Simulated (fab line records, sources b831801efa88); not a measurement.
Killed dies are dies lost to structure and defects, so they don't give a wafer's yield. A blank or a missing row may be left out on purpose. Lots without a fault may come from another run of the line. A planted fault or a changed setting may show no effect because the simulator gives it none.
fab line records | flow sfq_line
record lots=6 wafers=18 last_day=80
route steps=325 shown M3@122 I3@133 M4@148 I4@163 M8@325
lots that met no fault: from a run of the same line without faults
start_h: hours from the record's first day to the start of the lot's first wafer shown | wait_h: hours since the lot's step before | " the same as in the row above | L1.1+2: a row that stands for several wafers | - no value, or no start given | * or withheld: withheld | < > ~ a bound
route shown NAME@n: a module of which the file shows steps, and the number in the route of the first | usual: mean/standard deviation of fault-free wafers | same: alike in all rows | chamber/n: place in a boat | sites: the reading at each site | _std_site: their standard deviation | _edge_site: outer sites' mean less inner sites' | radius_mm: how far each site lies from the wafer's centre | mask NAME#n: copy n | behind: the tool/chamber that last shaped the wafer | hold: why the lot was held/for how many hours/how that ended | device: the transistor (n, p or np) that didn't switch | end of line: the same wafers' tests at the end of the route | a step without rows: its recipe alone | killed: dies lost to structure and defects at the first sort, not the wafer's yield | map: a wafer's dies, x killed, . not, _ none there
set.NAME: the setting as run; set.NAME@STEP: as run at that earlier step | model.NAME: the simulator's own value behind a step, which no gauge read
lots at some steps of the route; a table a step, a row a wafer
services: from which hour (start_h, from the record's first day; less than 0 if before it) a tool's chamber was out of use, for how many hours, and why
## steps
# step SFQ_TRILAYER_M3_LITHO_COAT_080
# recipe resist=BARC spin_rpm=3000 resist_thk_nm=62
# step SFQ_TRILAYER_M3_LITHO_COAT_075
# recipe resist=KrF spin_rpm=3000 resist_thk_nm=600
# step SFQ_TRILAYER_M3_LITHO_SOFTBAKE_079
# recipe temp_c=withheld time_s=withheld resist=KrF
# step SFQ_TRILAYER_M3_LITHO_EXPOSE_076
# recipe mask_id=M3 na=0.6 source_shape=conventional sigma_outer=0.65 target_cd_nm=500 dose_mj=14.4
# step SFQ_TRILAYER_M3_LITHO_PEB_078
# recipe peb_temp_c=115 peb_time_s=60 resist=KrF
# step SFQ_TRILAYER_M3_LITHO_DEVELOP_077
# recipe time_s=60 resist=KrF
# step SFQ_M3_OVL_MEAS_921
# usual M3_OVL=2/5.2
# columns lot.wafer tool chamber start_h wait_h M3_OVL[nm]
L774.1 overlay-01 - 772.04 0.1 2
L774.4 " - " " -1
L774.5 " - " " -5
L781.2 overlay-02 - 843.02 0.1 -3
L781.3 " - " " -7
L781.6 " - " " 0
L786.2 overlay-01 - 1164.76 0.1 -1
L786.3 " - " " -1
L786.4 " - " " 0
L787.1 overlay-01 - 1167.15 0.1 -3
L787.2 " - " " -6
L787.5 " - " " -2
L794.1 overlay-01 - 1226.65 0.1 3
L794.3 " - " " 0
L794.4 " - " " -4
L797.1 overlay-02 - 1265.41 0.1 2
L797.2 " - " " 10
L797.5 " - " " 8
# step SFQ_TRILAYER_M3_BARC_OPEN_METAL_ETCH_100
# recipe mask_material=PR chemistry=O2 target_depth_nm=125 target=BARC icp_w=600 bias_w=80 pressure_mtorr=10 time_s=41.7
# usual chamber_pressure_mTorr=10.000/0.0084 drypump_motor_current_A=5.6/0.6 oes_product_au=0.685/0.0043
# columns lot.wafer tool chamber start_h wait_h chamber_pressure_mTorr drypump_motor_current_A oes_product_au rf_hours_counter_h
L774.1 rie_metal-04 0 772.08 0.0 9.985 5.7 0.689 45
L774.4 " 0 " " 10.008 5.7 0.682 -
L774.5 " 1 " " 9.996 4.8 0.686 -
L781.2 rie_metal-01 0 843.05 0.0 9.993 5.3 0.686 23
L781.3 " 1 " " 10.004 6.3 0.688 -
L781.6 " 0 " " 9.994 5.3 0.681 -
L786.2 rie_metal-01 1 1164.79 0.0 10.003 6.3 0.680 55
L786.3 " 0 " " 9.991 5.3 0.681 -
L786.4 " 1 " " 9.992 6.3 0.676 -
L787.1 rie_metal-01 1 1167.19 0.0 9.982 6.3 0.679 55
L787.2 " 0 " " 10.003 5.3 0.685 68
L787.5 " 0 " " 10.007 5.3 0.683 -
L794.1 rie_metal-04 1 1226.69 0.0 10.012 4.7 0.691 102
L794.3 " 1 " " 9.998 4.7 0.682 -
L794.4 " 0 " " 10.008 5.7 0.683 -
L797.1 rie_metal-02 0 1265.45 0.0 9.992 6.5 0.684 61
L797.2 " 1 " " 10.004 6.3 0.683 100
L797.5 " 0 " " 9.987 6.5 0.680 -
# step SFQ_TRILAYER_M3_ETCH_METAL_ETCH_078
# recipe target=Nb stop_on=SiO2 mask_material=PR chemistry=Cl2/Ar target_depth_nm=240 icp_w=600 bias_w=80 pressure_mtorr=10 time_s=120
# usual chamber_pressure_mTorr=10.001/0.0091 drypump_motor_current_A=5.6/0.6 oes_product_au=0.896/0.0061
# columns lot.wafer tool chamber start_h wait_h chamber_pressure_mTorr drypump_motor_current_A oes_product_au rf_hours_counter_h
L774.1 rie_metal-04 0 772.14 0.0 9.999 5.7 0.899 45
L774.4 " 0 " " 10.001 5.7 0.899 -
L774.5 " 1 " " 10.002 4.8 0.909 -
L781.2 rie_metal-01 0 843.11 0.0 9.990 5.3 0.910 23
L781.3 " 1 " " 9.991 6.3 0.906 -
L781.6 " 0 " " 10.008 5.3 0.897 -
L786.2 rie_metal-01 1 1164.85 0.0 10.010 6.3 0.893 55
L786.3 " 0 " " 9.982 5.3 0.898 -
L786.4 " 1 " " 9.993 6.3 0.896 -
L787.1 rie_metal-01 1 1167.25 0.0 9.991 6.3 0.895 56
L787.2 " 0 " " 10.007 5.3 0.900 68
L787.5 " 0 " " 10.002 5.3 0.894 -
L794.1 rie_metal-04 1 1226.75 0.0 10.004 4.8 0.889 102
L794.3 " 1 " " 10.004 4.8 0.887 -
L794.4 " 0 " " 9.996 5.6 0.892 -
L797.1 rie_metal-02 0 1265.51 0.0 9.999 6.5 0.890 61
L797.2 " 1 " " 10.005 6.3 0.890 100
L797.5 " 0 " " 10.004 6.5 0.888 -
# step SFQ_TRILAYER_M3_STRIP_STRIP_079
# recipe gas=O2 power_w=200 platen_temp_c=40 overash_fraction=0.65 chemistry=O2 pressure_mtorr=50
# step SFQ_TRILAYER_M3_STRIP_SOLV_CLEAN_080
# recipe chemistry=NMP temp_c=70 time_s=600
# step SFQ_TRILAYER_I3_DEP_PECVD_081
# recipe material=SiO2 temp_c=150 time_s=111.11 pressure_torr=2.4 rf_w=183.3 precursor=SiH4/N2O target_thk_nm=500
# step SFQ_TRILAYER_I3_CMP_CMP_082
# recipe material=SiO2 down_force_psi=3 platen_rpm=60 pad_velocity_m_s=0.94248
# usual motor_current_A=10.2/0.91 time_to_endpoint_s=216/7.3
# columns lot.wafer tool chamber start_h wait_h motor_current_A time_to_endpoint_s model.SiO2_of_TRILAYER_I3_DEP_PECVD_081.thk_nm
L774.1 cmp-02 1 776.77 3.7 10.2 225 201.6
L774.4 " 2 " " 11.1 213 199.3
L774.5 " 1 778.77 5.6 10.1 220 202.2
L781.3 cmp-01 3 851.24 7.1 9.8 212 200.9
L781.2 " 0 " " 9.9 205 198.4
L781.6 " 3 853.24 9.1 9.5 218 199.9
L786.2 cmp-01 2 1170.08 4.3 10.7 187 250.4
L786.3 " 3 " " 9.5 235 200.7
L786.4 " 0 " " 10.1 220 198.9
L787.2 cmp-01 3 1172.58 4.4 9.2 181 251.5
L787.1 " 1 1173.58 5.4 8.8 169 248.9
L787.5 " 0 1175.08 6.8 10.5 173 249.8
L794.3 cmp-02 3 1233.04 5.4 10.4 201 198.8
L794.4 " 0 " " 11.1 217 200.1
L794.1 " 1 " " 9.5 221 198.4
L797.2 cmp-01 1 1272.28 5.7 9.3 221 198.8
L797.1 " 2 " " 11.0 224 202.4
L797.5 " 0 1273.78 7.1 10.2 214 198.2
# step SFQ_I3_BOW_MEAS_922
# recipe mode=bow
# usual I3_BOW=5/9.7
# columns lot.wafer tool chamber start_h wait_h I3_BOW[um]
L774.1 film_metro-03 - 779.77 2.5 -10
L774.4 " - " " 10
L774.5 " - " " -4
L781.2 film_metro-02 - 853.76 1.5 13
L781.3 " - " " 11
L781.6 " - " " 9
L786.2 film_metro-03 - 1172.60 2.0 7
L786.3 " - " " -4
L786.4 " - " " 11
L786.2 film_metro-03 - 1173.92 1.3 -
L786.3 " - " " -
L786.4 " - " " -
L787.1 film_metro-01 - 1175.58 1.5 -2
L787.2 " - " " -7
L787.5 " - " " -14
L787.1 film_metro-01 - 1176.90 1.3 -
L787.2 " - " " -
L787.5 " - " " -
L794.1 film_metro-03 - 1236.04 1.5 1
L794.3 " - " " 0
L794.4 " - " " 13
L797.1 film_metro-03 - 1274.78 1.5 -7
L797.2 " - " " 0
L797.5 " - " " 4
# step SFQ_TRILAYER_I3_METRO_MEASURE_083
# usual thk_nm=200.3/1.2
# columns lot.wafer tool chamber start_h wait_h thk_nm
L774.1 film_metro-03 - 779.89 0.1 201.5
L774.4 " - " " 199.3
L774.5 " - " " 202.3
L781.2 film_metro-02 - 854.06 0.3 198.4
L781.3 " - " " 201.0
L781.6 " - " " 199.9
L786.2 film_metro-03 - 1175.38 1.4 250.3
L786.3 " - " " 200.7
L786.4 " - " " 198.9
L786.2 film_metro-03 - 1177.13 1.5 250.2
L786.3 " - " " 200.7
L786.4 " - " " 198.7
L787.1 film_metro-01 - 1188.93 12.0 248.8
L787.2 " - " " 251.4
L787.5 " - " " 249.8
L787.1 film_metro-01 - 1190.30 1.2 248.9
L787.2 " - " " 251.8
L787.5 " - " " 249.8
L794.1 film_metro-03 - 1236.16 0.1 198.5
L794.3 " - " " 198.7
L794.4 " - " " 200.0
L797.1 film_metro-03 - 1274.90 0.1 202.3
L797.2 " - " " 198.9
L797.5 " - " " 198.3
# step SFQ_TRILAYER_I3_VIA_LITHO_COAT_090
# recipe resist=BARC spin_rpm=3000 resist_thk_nm=62
# step SFQ_TRILAYER_I3_VIA_LITHO_COAT_085
# recipe resist=KrF spin_rpm=3000 resist_thk_nm=650
# step SFQ_TRILAYER_I3_VIA_LITHO_SOFTBAKE_089
# recipe temp_c=withheld time_s=withheld resist=KrF
# step SFQ_TRILAYER_I3_VIA_LITHO_EXPOSE_086
# recipe mask_id=I3 na=0.6 source_shape=conventional sigma_outer=0.65 target_cd_nm=500 dose_mj=21.3
# step SFQ_TRILAYER_I3_VIA_LITHO_PEB_088
# recipe peb_temp_c=115 peb_time_s=60 resist=KrF
# step SFQ_TRILAYER_I3_VIA_LITHO_DEVELOP_087
# recipe time_s=60 resist=KrF
# step SFQ_I3_OVL_MEAS_923
# usual I3_OVL=3/4.9
# columns lot.wafer tool chamber start_h wait_h I3_OVL[nm]
L774.1 overlay-01 - 919.65 0.1 1
L774.4 " - " " -2
L774.5 " - " " 0
L781.2 overlay-01 - 989.99 0.1 5
L781.3 " - " " 1
L781.6 " - " " 5
L786.2 overlay-01 - 1185.20 0.1 6
L786.3 " - " " 0
L786.4 " - " " -4
L787.1 overlay-01 - 1201.44 0.1 2
L787.2 " - " " 3
L787.5 " - " " 3
L794.1 overlay-01 - 1240.70 0.1 -7
L794.3 " - " " -12
L794.4 " - " " -8
L797.1 overlay-02 - 1287.63 0.1 7
L797.2 " - " " 8
L797.5 " - " " 4
# step SFQ_TRILAYER_I3_VIA_BARC_OPEN_VIA_ETCH_121
# recipe mask_material=PR chemistry=O2 target_depth_nm=125 target=BARC source_w=500 bias_w=80 pressure_mtorr=30 time_s=41.7
# usual chamber_pressure_mTorr=29.999/0.029 drypump_motor_current_A=5.8/0.52 oes_product_au=0.685/0.0049
# columns lot.wafer tool chamber start_h wait_h chamber_pressure_mTorr drypump_motor_current_A oes_product_au rf_hours_counter_h
L774.1 rie_diel-04 2 919.69 0.0 30.034 4.9 0.687 18
L774.4 " 0 " " 29.954 5.0 0.670 0
L774.5 " 0 " " 29.971 5.0 0.686 -
L781.2 rie_diel-04 2 990.02 0.0 30.005 4.9 0.678 0
L781.3 " 0 " " 29.953 5.0 0.680 2
L781.6 " 2 " " 30.021 4.9 0.686 -
L786.2 rie_diel-01 0 1185.23 0.0 29.995 6.6 0.688 10
L786.3 " 1 " " 30.012 6.2 0.680 4
L786.4 " 2 " " 29.959 5.6 0.687 6
L787.1 rie_diel-04 0 1201.48 0.0 29.976 5.0 0.689 5
L787.2 " 2 " " 29.994 4.9 0.678 3
L787.5 " 3 " " 29.978 6.3 0.684 -
L794.1 rie_diel-01 1 1240.74 0.0 29.987 6.2 0.688 5
L794.3 " 3 " " 30.019 6.1 0.692 3
L794.4 " 0 " " 30.034 6.6 0.679 11
L797.1 rie_diel-04 1 1287.66 0.0 30.051 5.6 0.686 1
L797.2 " 2 " " 29.982 4.9 0.681 5
L797.5 " 3 " " 30.018 6.3 0.687 -
# step SFQ_TRILAYER_I3_VIA_ETCH_VIA_ETCH_088
# recipe target=SiO2 stop_on=Nb mask_material=PR taper_deg=20 chemistry=CHF3 target_depth_nm=260 source_w=500 bias_w=80 pressure_mtorr=30 time_s=withheld
# usual chamber_pressure_mTorr=29.999/0.027 drypump_motor_current_A=5.8/0.52 oes_product_au=0.855/0.0051
# columns lot.wafer tool chamber start_h wait_h chamber_pressure_mTorr drypump_motor_current_A oes_product_au model.etch.depth_nm model.I3.feature_depth_nm
L774.1 rie_diel-04 2 919.73 0.0 30.006 4.9 0.867 201.6 201.6
L774.4 " 0 " " 29.985 5.0 0.848 199.3 199.3
L774.5 " 0 " " 29.992 5.0 0.859 202.2 202.2
L781.2 rie_diel-04 2 990.06 0.0 30.028 4.9 0.855 198.4 198.4
L781.3 " 0 " " 30.046 5.0 0.857 200.9 200.9
L781.6 " 2 " " 30.023 4.9 0.855 199.9 199.9
L786.2 rie_diel-01 0 1185.27 0.0 29.954 6.6 0.976 250.4 250.4
L786.3 " 1 " " 30.036 6.2 0.855 200.7 200.7
L786.4 " 2 " " 29.944 5.6 0.855 198.9 198.9
L787.1 rie_diel-04 0 1201.52 0.0 30.001 5.0 0.965 248.9 248.9
L787.2 " 2 " " 30.018 4.9 0.973 251.5 251.5
L787.5 " 3 " " 30.047 6.3 0.970 249.8 249.8
L794.1 rie_diel-01 1 1240.78 0.0 30.007 6.2 0.855 198.4 198.4
L794.3 " 3 " " 30.042 6.0 0.854 198.8 198.8
L794.4 " 0 " " 29.995 6.6 0.857 200.1 200.1
L797.1 rie_diel-04 1 1287.70 0.0 30.096 5.6 0.854 202.4 202.4
L797.2 " 2 " " 29.943 4.9 0.851 198.8 198.8
L797.5 " 3 " " 30.017 6.3 0.855 198.2 198.2
# step SFQ_TRILAYER_I3_VIA_STRIP_STRIP_089
# recipe gas=O2 power_w=200 platen_temp_c=40 overash_fraction=0.65 chemistry=O2 pressure_mtorr=50
# step SFQ_TRILAYER_I3_VIA_STRIP_SOLV_CLEAN_090
# recipe chemistry=NMP temp_c=70 time_s=600
# step SFQ_TRILAYER_M4_DEP_PRE_CLEAN_092
# recipe gas=Ar time_s=22.5 bias_v=250
# columns lot.wafer tool chamber start_h wait_h model.SiO2_of_TRILAYER_I3_DEP_PECVD_081.thk_nm
L774.1 pvd_sputter-04 - 920.62 0.0 194.1
L774.4 " - " " 191.8
L774.5 " - " " 194.7
L781.2 pvd_sputter-05 - 990.95 0.0 190.9
L781.3 " - " " 193.4
L781.6 " - " " 192.4
L786.2 pvd_sputter-05 - 1186.15 0.0 242.9
L786.3 " - " " 193.2
L786.4 " - " " 191.4
L787.1 pvd_sputter-05 - 1203.89 0.0 241.4
L787.2 " - " " 244
L787.5 " - " " 242.3
L794.1 pvd_sputter-03 - 1241.67 0.0 190.9
L794.3 " - " " 191.3
L794.4 " - " " 192.6
L797.1 pvd_sputter-04 - 1288.59 0.0 194.9
L797.2 " - " " 191.3
L797.5 " - " " 190.7
# step SFQ_TRILAYER_M4_DEP_SPUTTER_091
# recipe material=Nb base_pressure_pa=1.33e-06 chamber_pressure_pa=0.1333 substrate_temp_c=20 resputter_cathode_voltage_v=400 target_thk_nm=200 power_w=2000 time_s=133.3
# step SFQ_M4_RS_MEAS_924
# recipe thk_meas_gauge=four-point-probe reads=Nb_of_TRILAYER_M4_DEP_SPUTTER_091
# usual M4_NB_RS=0.892/0.01
# columns lot.wafer tool chamber start_h wait_h M4_NB_RS[ohm/sq]
L774.1 film_metro-01 - 920.74 0.0 0.889
L774.4 " - " " 0.887
L774.5 " - " " 0.884
L781.2 film_metro-01 - 991.09 0.1 0.893
L781.3 " - " " 0.890
L781.6 " - " " 0.898
L786.2 film_metro-01 - 1186.29 0.1 0.893
L786.3 " - " " 0.910
L786.4 " - " " 0.910
L787.1 film_metro-01 - 1204.01 0.0 0.911
L787.2 " - " " 0.920
L787.5 " - " " 0.917
L794.1 film_metro-03 - 1241.79 0.0 0.894
L794.3 " - " " 0.904
L794.4 " - " " 0.900
L797.1 film_metro-03 - 1288.71 0.0 0.899
L797.2 " - " " 0.884
L797.5 " - " " 0.893
# step SFQ_TRILAYER_M4_LITHO_COAT_098
# recipe resist=BARC spin_rpm=3000 resist_thk_nm=62
# step SFQ_TRILAYER_M4_LITHO_COAT_093
# recipe resist=KrF spin_rpm=3000 resist_thk_nm=600
# step SFQ_TRILAYER_M4_LITHO_SOFTBAKE_097
# recipe temp_c=withheld time_s=withheld resist=KrF
# step SFQ_TRILAYER_M4_LITHO_EXPOSE_094
# recipe mask_id=M4 na=0.6 source_shape=conventional sigma_outer=0.65 target_cd_nm=500 dose_mj=14.4
# step SFQ_TRILAYER_M4_LITHO_PEB_096
# recipe peb_temp_c=115 peb_time_s=60 resist=KrF
# step SFQ_TRILAYER_M4_LITHO_DEVELOP_095
# recipe time_s=60 resist=KrF
# step SFQ_M4_OVL_MEAS_926
# usual M4_OVL=-3/5.6
# columns lot.wafer tool chamber start_h wait_h M4_OVL[nm]
L774.1 overlay-02 - 1056.60 0.1 -12
L774.4 " - " " -10
L774.5 " - " " -10
L781.2 overlay-02 - 1135.96 0.1 -1
L781.3 " - " " 3
L781.6 " - " " 8
L786.2 overlay-02 - 1311.18 0.1 -7
L786.3 " - " " -11
L786.4 " - " " -10
L787.1 overlay-01 - 1314.78 0.1 -11
L787.2 " - " " -6
L787.5 " - " " -6
L794.1 overlay-02 - 1356.29 0.1 2
L794.3 " - " " -7
L794.4 " - " " -6
L797.1 overlay-02 - 1395.51 0.1 5
L797.2 " - " " -7
L797.5 " - " " 1
# step SFQ_TRILAYER_M4_BARC_OPEN_METAL_ETCH_123
# recipe mask_material=PR chemistry=O2 target_depth_nm=125 target=BARC icp_w=600 bias_w=80 pressure_mtorr=10 time_s=41.7
# step SFQ_TRILAYER_M4_ETCH_METAL_ETCH_096
# recipe target=Nb stop_on=SiO2 mask_material=PR chemistry=Cl2/Ar target_depth_nm=240 icp_w=600 bias_w=80 pressure_mtorr=10 time_s=120
# usual chamber_pressure_mTorr=9.998/0.0098 drypump_motor_current_A=5.9/0.57 oes_product_au=0.893/0.0075
# columns lot.wafer tool chamber start_h wait_h chamber_pressure_mTorr drypump_motor_current_A oes_product_au rf_hours_counter_h
L774.1 rie_metal-04 0 1056.70 0.0 9.992 5.7 0.890 89
L774.4 " 1 " " 9.998 4.7 0.898 -
L774.5 " 0 " " 10.001 5.7 0.898 -
L781.2 rie_metal-03 0 1136.05 0.0 10.019 5.5 0.901 105
L781.3 " 1 " " 9.991 6.1 0.896 -
L781.6 " 1 " " 9.975 6.1 0.889 -
L786.2 rie_metal-02 1 1311.27 0.0 9.992 6.3 0.888 109
L786.3 " 0 " " 9.995 6.5 0.879 -
L786.4 " 1 " " 10.008 6.3 0.884 -
L787.1 rie_metal-03 0 1314.87 0.0 9.999 5.5 0.882 7
L787.2 " 1 " " 10.011 6.1 0.882 69
L787.5 " 1 " " 9.999 6.1 0.874 -
L794.1 rie_metal-02 0 1356.39 0.0 9.981 6.6 0.891 78
L794.3 " 0 " " 9.986 6.6 0.887 -
L794.4 " 1 " " 10.001 6.3 0.888 -
L797.1 rie_metal-02 1 1395.60 0.0 9.993 6.3 0.879 123
L797.2 " 0 " " 9.977 6.6 0.899 85
L797.5 " 0 " " 9.990 6.6 0.904 -
# step SFQ_TRILAYER_M4_STRIP_STRIP_097
# recipe gas=O2 power_w=200 platen_temp_c=40 overash_fraction=0.65 chemistry=O2 pressure_mtorr=50
# usual chamber_pressure_mTorr=50.00/0.046 drypump_motor_current_A=5.9/0.57 oes_product_au=1.002/0.0091
# columns lot.wafer tool chamber start_h wait_h chamber_pressure_mTorr drypump_motor_current_A oes_product_au rf_hours_counter_h
L774.1 rie_metal-04 0 1056.82 0.1 50.03 5.7 1.006 89
L774.4 " 1 " " 49.94 4.8 1.013 -
L774.5 " 0 " " 50.11 5.7 1.004 -
L781.2 rie_metal-03 0 1136.17 0.1 50.00 5.5 1.006 105
L781.3 " 1 " " 50.00 6.1 0.986 -
L781.6 " 1 " " 49.99 6.1 0.993 -
L786.2 rie_metal-02 1 1311.40 0.1 49.91 6.3 1.004 109
L786.3 " 0 " " 49.99 6.5 1.001 -
L786.4 " 1 " " 49.97 6.3 0.998 -
L787.1 rie_metal-03 0 1315.00 0.1 50.03 5.5 1.005 7
L787.2 " 1 " " 49.93 6.1 0.989 69
L787.5 " 1 " " 49.90 6.1 0.996 -
L794.1 rie_metal-02 0 1356.51 0.1 50.05 6.5 1.013 78
L794.3 " 0 " " 49.96 6.5 1.013 -
L794.4 " 1 " " 49.96 6.3 1.007 -
L797.1 rie_metal-02 1 1395.73 0.1 49.93 6.3 0.997 123
L797.2 " 0 " " 49.97 6.6 0.992 85
L797.5 " 0 " " 50.02 6.5 0.997 -
# step SFQ_TRILAYER_M4_STRIP_SOLV_CLEAN_098
# recipe chemistry=NMP temp_c=70 time_s=600
# step SFQ_TRILAYER_I4_DEP_PECVD_099
# recipe material=SiO2 temp_c=150 time_s=111.11 pressure_torr=2.4 rf_w=183.3 precursor=SiH4/N2O target_thk_nm=500
# step SFQ_M8_BOW_MEAS_951
# recipe mode=bow
# usual M8_BOW=11/11
# columns lot.wafer tool chamber start_h wait_h M8_BOW[um] model.etest.i3.link_ohm
L774.1 film_metro-04 - 1805.98 0.0 1 1.957
L774.4 " - " " 22 1.957
L774.5 " - " " 5 1.941
L781.2 film_metro-04 - 1851.21 0.0 25 1.939
L781.3 " - " " 23 1.95
L781.6 " - " " 22 1.968
L786.2 film_metro-02 - 1862.01 0.0 18 2.024
L786.3 " - " " 8 1.991
L786.4 " - " " 23 1.99
L787.1 film_metro-02 - 1864.40 0.0 4 2.031
L787.2 " - " " 0 2.046
L787.5 " - " " -7 2.046
L794.1 film_metro-02 - 1913.62 0.0 11 1.984
L794.3 " - " " 11 1.983
L794.4 " - " " 23 1.983
L797.1 film_metro-02 - 1917.05 0.0 -12 1.991
L797.2 " - " " -3 1.965
L797.5 " - " " 0 1.975
## services
# columns tool chamber start_h hours kind
rie_metal-02 - 748.12 1.8 repair
rie_diel-04 0 749.09 4.3 repair
rie_metal-04 - 766.93 1.4 pm
rie_diel-04 2 770.47 4.3 repair
rie_metal-01 - 773.27 1.3 repair
rie_metal-04 1 781.08 20.5 repair
rie_metal-01 - 793.44 0.4 repair
rie_diel-04 0 812.37 14.1 repair
rie_diel-04 - 842.03 15.6 pm
rie_metal-02 1 873.77 2.3 repair
rie_metal-01 0 921.69 5.8 repair
rie_metal-02 - 939.96 10.0 pm
rie_diel-04 - 1000.63 0.8 repair
rie_diel-04 0 1025.18 8.2 repair
rie_diel-04 - 1054.31 0.7 repair
rie_metal-01 1 1114.33 4.6 repair
rie_metal-04 - 1163.46 0.1 repair
rie_metal-04 0 1166.88 22.6 repair
rie_metal-02 1 1208.39 4.0 repair
rie_metal-01 - 1240.67 2.8 pm
rie_diel-04 1 1262.95 18.9 repair
rie_diel-04 - 1274.63 4.3 pm
rie_diel-04 3 1288.65 3.8 repair
rie_diel-04 0 1364.21 14.2 repair
## key
first_sign step=SFQ_TRILAYER_I3_CMP_CMP_082 reading=time_to_endpoint_s direction=down sigmas=5.2 usual=* struck=*
effect step=SFQ_I3_BOW_MEAS_922 reading=visit direction=added
effect step=SFQ_TRILAYER_I3_METRO_MEASURE_083 reading=visit direction=added
effect step=SFQ_TRILAYER_I3_METRO_MEASURE_083 reading=thk_nm direction=up sigmas=41 usual=200.3 struck=250.1
effect step=SFQ_TRILAYER_I3_VIA_ETCH_VIA_ETCH_088 reading=oes_product_au direction=up sigmas=23 usual=0.855 struck=0.971
model_effect step=SFQ_TRILAYER_I3_CMP_CMP_082 value=SiO2_of_TRILAYER_I3_DEP_PECVD_081.thk_nm without=200.1 struck=250.1
model_effect step=SFQ_TRILAYER_I3_VIA_ETCH_VIA_ETCH_088 value=etch.depth_nm without=200.1 struck=250.1
model_effect step=SFQ_TRILAYER_M4_DEP_PRE_CLEAN_092 value=SiO2_of_TRILAYER_I3_DEP_PECVD_081.thk_nm without=192.6 struck=242.6
model_effect step=SFQ_M8_BOW_MEAS_951 value=etest.i3.link_ohm without=1.988 struck=2.037
met_at SFQ_TRILAYER_I3_CMP_CMP_082
struck_wafers L786.2,L787.1,L787.2,L787.5
onset_between 851.24 1170.08
fault kind=process_parameter_drift tool=cmp-01 chamber=- onset_h=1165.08 steps=SFQ_TRILAYER_I3_CMP_CMP_082 channel=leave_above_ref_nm offset=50 shape=step end_h=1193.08 scope=struck_wafers_only acts_in=these_recipes_only stated=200
